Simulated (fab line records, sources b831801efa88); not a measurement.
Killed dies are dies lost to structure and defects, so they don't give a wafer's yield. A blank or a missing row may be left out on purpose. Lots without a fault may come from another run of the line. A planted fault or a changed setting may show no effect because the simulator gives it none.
Which tool did it? | flow sky130 | 14 lots, 42 wafers sampled, at 1 step of a route of 708

WHAT THE GAUGES READ, wafer by wafer
SKY_LI_CONTACT_THK_MEAS_01.
lot  | measured     | on            | LI_CONTACT_HDPCVD_THK (nm)
L539 | day 27 11:42 | film_metro-03 | 924 922 927
L540 | day 28 06:25 | film_metro-03 | 924 909 918
L541 | day 28 18:29 | film_metro-03 | 918 930 919
L542 | day 29 04:12 | film_metro-01 | 928 928 924
L545 | day 29 23:07 | film_metro-01 | 930 933 926
L547 | day 30 15:13 | film_metro-04 | 931 936 935
L548 | day 30 23:31 | film_metro-04 | 925 929 934
L550 | day 31 17:22 | film_metro-03 | 923 924 930
L552 | day 32 09:54 | film_metro-04 | 936 926 926
L553 | day 32 19:34 | film_metro-04 | 916 921 931
L554 | day 33 05:42 | film_metro-04 | 934 936 936
L555 | day 33 09:40 | film_metro-01 | 934 931 932
L561 | day 35 03:27 | film_metro-03 | 927 925 927
L562 | day 36 00:37 | film_metro-03 | 910 914 916

WHICH TOOL RAN EACH LOT (tool, then ch and the chambers of the sampled wafers, then the start)
The record holds no process step before these readings.

WHAT THE TOOLS THEMSELVES READ (means of the sampled wafers that have a number; where no wafer has one, the mark that the record gives instead)
The record holds no such reading with a usual standard deviation.

THE ANSWER, worked out from the rows above alone
Rule: what is usual is taken from the lots themselves. Put in order of their means at a reading, lots are off if they are a third of the lots or fewer, leave a main group of 4 or more, and stand apart from it by a gap of 3 or more times the standard deviation of the main group's means; of several such gaps the widest counts. A main group whose means are all the same, to the digits that the tables above print for the reading, isn't used. A lot without any number at a reading at which 4 lots or more have one is off too. The other lots that the step has rows for count as sound. The gauges are gone through in route order, then the tools' own readings, and for those a lot's mean is taken as printed above. The first step at which some lot is off is used, and at that step the reading that is off furthest; a lot without a number counts as furthest.
No lot is off at any reading shown: from this, nothing can be told.

WHAT THE SIMULATOR HAD PUT IN
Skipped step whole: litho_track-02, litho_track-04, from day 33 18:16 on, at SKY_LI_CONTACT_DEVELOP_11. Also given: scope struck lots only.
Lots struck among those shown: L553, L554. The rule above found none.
